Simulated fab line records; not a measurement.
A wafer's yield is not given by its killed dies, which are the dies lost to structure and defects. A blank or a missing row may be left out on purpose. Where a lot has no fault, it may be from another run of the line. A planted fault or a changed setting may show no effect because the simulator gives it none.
Which tool was responsible? + flow gf180mcu + 13 lots, 39 wafers sampled, at 2 steps of a route of 602

WHAT THE GAUGES SHOWED, per wafer
GF_V5_CD_MEAS_14: target cd 260 nm. Usual: cd_nm at 260.2 nm, with a standard deviation of 1.4.
| lot  | measured     | on        | cd_nm (nm)        | flag |
|------|--------------|-----------|-------------------|------|
| L706 | day 27 05:55 | cd_sem-01 | 257.7 256.2 259.0 |      |
| L707 | day 27 18:31 | cd_sem-01 | 260.3 260.9 261.0 |      |
| L708 | day 27 21:10 | cd_sem-01 | 257.0 258.0 259.3 |      |
| L709 | day 28 06:09 | cd_sem-02 | 260.8 260.2 260.0 |      |
| L717 | day 30 15:27 | cd_sem-02 | 258.3 258.6 258.0 |      |
| L718 | day 30 22:51 | cd_sem-02 | 260.6 260.6 259.7 |      |
| L719 | day 31 03:04 | cd_sem-02 | 260.0 261.6 260.2 |      |
| L721 | day 31 20:41 | cd_sem-01 | 259.7 259.2 258.7 |      |
| L723 | day 32 10:27 | cd_sem-02 | 262.0 261.5 260.2 |      |
| L725 | day 32 15:14 | cd_sem-01 | 259.8 259.6 261.7 |      |
| L726 | day 32 18:51 | cd_sem-01 | 262.2 261.9 260.8 |      |
| L727 | day 33 03:42 | cd_sem-01 | 260.0 259.8 260.4 |      |
| L729 | day 33 14:13 | cd_sem-01 | 263.6 263.5 262.2 |      |

EACH LOT AND THE TOOL THAT RAN IT (in order: tool; ch and the chambers of the sampled wafers; start)
| lot  | GF_CONTACT_STRIP_18                  |
|------|--------------------------------------|
| L706 | plasma_asher-01 ch 0, day 16 04:41   |
| L707 | plasma_asher-04 ch 0,1, day 16 15:12 |
| L708 | plasma_asher-01 ch 0,1, day 16 19:47 |
| L709 | plasma_asher-02 ch 0,1, day 17 06:59 |
| L717 | plasma_asher-02 ch 0,1, day 20 07:10 |
| L718 | plasma_asher-02 ch 0,1, day 20 17:16 |
| L719 | plasma_asher-04 ch 0,1, day 20 20:34 |
| L721 | plasma_asher-01 ch 0,1, day 21 22:10 |
| L723 | plasma_asher-01 ch 0,1, day 22 14:03 |
| L725 | plasma_asher-01 ch 0,1, day 23 00:06 |
| L726 | plasma_asher-01 ch 0,1, day 23 04:27 |
| L727 | plasma_asher-04 ch 0,1, day 23 14:26 |
| L729 | plasma_asher-01 ch 0,1, day 24 08:01 |
- GF_CONTACT_STRIP_18: strips in O2/N2.

AS READ BY THE TOOLS THEMSELVES (means over the sampled wafers that have a number; for cases with no such wafer, the mark the record gives instead)
GF_CONTACT_STRIP_18. Usual: drypump_motor_current_A 5.5 A, standard deviation 0.8; heater_power_w 294 W, standard deviation 23; oes_product_au 0.579 a.u., standard deviation 0.0048.
| lot  | tool            | drypump_motor_current_A (A) | heater_power_w (W) | oes_product_au (a.u.) | flag |
|------|-----------------|-----------------------------|--------------------|-----------------------|------|
| L706 | plasma_asher-01 | 6.3                         | 320                | 0.577                 |      |
| L707 | plasma_asher-04 | 5.0                         | 279                | 0.580                 |      |
| L708 | plasma_asher-01 | 5.4                         | 316                | 0.574                 |      |
| L709 | plasma_asher-02 | 5.4                         | 302                | 0.580                 |      |
| L717 | plasma_asher-02 | 6.0                         | 279                | 0.576                 |      |
| L718 | plasma_asher-02 | 5.4                         | 293                | 0.582                 |      |
| L719 | plasma_asher-04 | 5.0                         | 277                | 0.576                 |      |
| L721 | plasma_asher-01 | 5.9                         | 311                | 0.572                 |      |
| L723 | plasma_asher-01 | 5.4                         | 302                | 0.582                 |      |
| L725 | plasma_asher-01 | 5.4                         | 299                | 0.588                 |      |
| L726 | plasma_asher-01 | 5.8                         | 308                | 0.576                 |      |
| L727 | plasma_asher-04 | 5.0                         | 278                | 0.582                 |      |
| L729 | plasma_asher-01 | 5.4                         | 310                | 0.579                 |      |

THE ANSWER, worked out from the rows above alone
Rule: a lot is off if the mean of its wafers that have a number lies more than 3 standard deviations from the usual mean. A lot without any number at a reading at which 4 lots or more have one is off too. The other lots that the step has rows for count as sound. Order of review: gauges by route order, followed by the tools' own readings, for which a lot's mean as printed above is used. The first step at which some lot is off is used, and at that step the reading that is off furthest; a lot without a number counts as furthest.
No lot is off at any reading shown: from this, nothing can be told.

WHAT THE SIMULATOR HAD PUT IN
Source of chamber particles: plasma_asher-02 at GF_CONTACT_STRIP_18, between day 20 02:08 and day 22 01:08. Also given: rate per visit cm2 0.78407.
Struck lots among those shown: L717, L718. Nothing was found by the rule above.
